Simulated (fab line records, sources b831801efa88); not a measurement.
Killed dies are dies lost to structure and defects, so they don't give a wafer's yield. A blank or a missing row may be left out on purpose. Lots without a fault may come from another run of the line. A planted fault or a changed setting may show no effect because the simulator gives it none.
Which tool did it? | flow gf180mcu | 6 lots, 18 wafers sampled, at 4 steps of a route of 602

WHAT THE GAUGES READ, wafer by wafer
GF_V2_RS_MEAS_24: measures by four-point-probe.
lot  | measured     | on            | V2_W_RS (ohm/sq)
L668 | day 20 19:05 | film_metro-01 | 0.321 0.317 0.322
L672 | day 21 14:50 | film_metro-03 | 0.327 0.328 0.327
L677 | day 23 11:31 | film_metro-02 | 0.327 0.325 0.326
L684 | day 25 21:47 | film_metro-02 | 0.196 0.195 0.194 0.196 0.195 0.195
L686 | day 27 07:20 | film_metro-03 | 0.328 0.329 0.327
L690 | day 28 06:25 | film_metro-02 | 0.332 0.333 0.334

WHICH TOOL RAN EACH LOT (tool, then ch and the chambers of the sampled wafers, then the start)
lot  | GF_V2_ETCH_17                                 | GF_V2_SPUTTER_22             | GF_V2_CVD_23
L668 | rie_diel-04 ch 0,1, day 20 18:50 or earlier   | pvd_sputter-02, day 20 18:50 | cvd_w-01 ch 0, day 20 18:52
L672 | rie_diel-01 ch 1,2, day 21 14:41 or earlier   | pvd_sputter-04, day 21 14:41 | cvd_w-02 ch 0,1, day 21 14:43
L677 | rie_diel-03 ch 0,1,3, day 23 11:20 or earlier | pvd_sputter-01, day 23 11:20 | cvd_w-01 ch 1, day 23 11:23
L684 | rie_diel-04 ch 1,2, day 25 21:37 or earlier   | pvd_sputter-01, day 25 21:37 | cvd_w-01 ch 1, day 25 21:40
L686 | rie_diel-03 ch 0,3, day 27 07:10 or earlier   | pvd_sputter-02, day 27 07:10 | cvd_w-02 ch 0,1, day 27 07:13
L690 | rie_diel-04 ch 0,2, day 28 06:16 or earlier   | pvd_sputter-02, day 28 06:16 | cvd_w-02 ch 0,1, day 28 06:19
- GF_V2_ETCH_17: etches SiO2 in C4F8/O2/Ar, stops on TiN, target depth 630 nm.
- GF_V2_SPUTTER_22: material TiN, target thk 10 nm, time 40 s.
- GF_V2_CVD_23: deposits W, target thk 350 nm, time 104.94 s.

THE ANSWER, worked out from the rows above alone
Rule: what is usual is taken from the lots themselves. Put in order of their means at a reading, lots are off if they are a third of the lots or fewer, leave a main group of 4 or more, and stand apart from it by a gap of 3 or more times the standard deviation of the main group's means; of several such gaps the widest counts. A main group whose means are all the same, to the digits that the tables above print for the reading, isn't used. A lot without any number at a reading at which 4 lots or more have one is off too. The other lots that the step has rows for count as sound.
Off: L684, at GF_V2_RS_MEAS_24 (V2_W_RS). The main group: mean 0.327 ohm/sq, standard deviation 0.0042.
A tool fits if, at a process step before that reading, it ran every lot that is off, and no sound lot after the first of them. The gauges at GF_V2_RS_MEAS_24 are tried like those tools. GF_V2_ETCH_17 gives no start for some lots, so the hours and the order of its lots are those of GF_V2_SPUTTER_22. Can't be told from this: 2 tools fit, pvd_sputter-01 at GF_V2_SPUTTER_22, cvd_w-01 at GF_V2_CVD_23.

WHAT THE SIMULATOR HAD PUT IN
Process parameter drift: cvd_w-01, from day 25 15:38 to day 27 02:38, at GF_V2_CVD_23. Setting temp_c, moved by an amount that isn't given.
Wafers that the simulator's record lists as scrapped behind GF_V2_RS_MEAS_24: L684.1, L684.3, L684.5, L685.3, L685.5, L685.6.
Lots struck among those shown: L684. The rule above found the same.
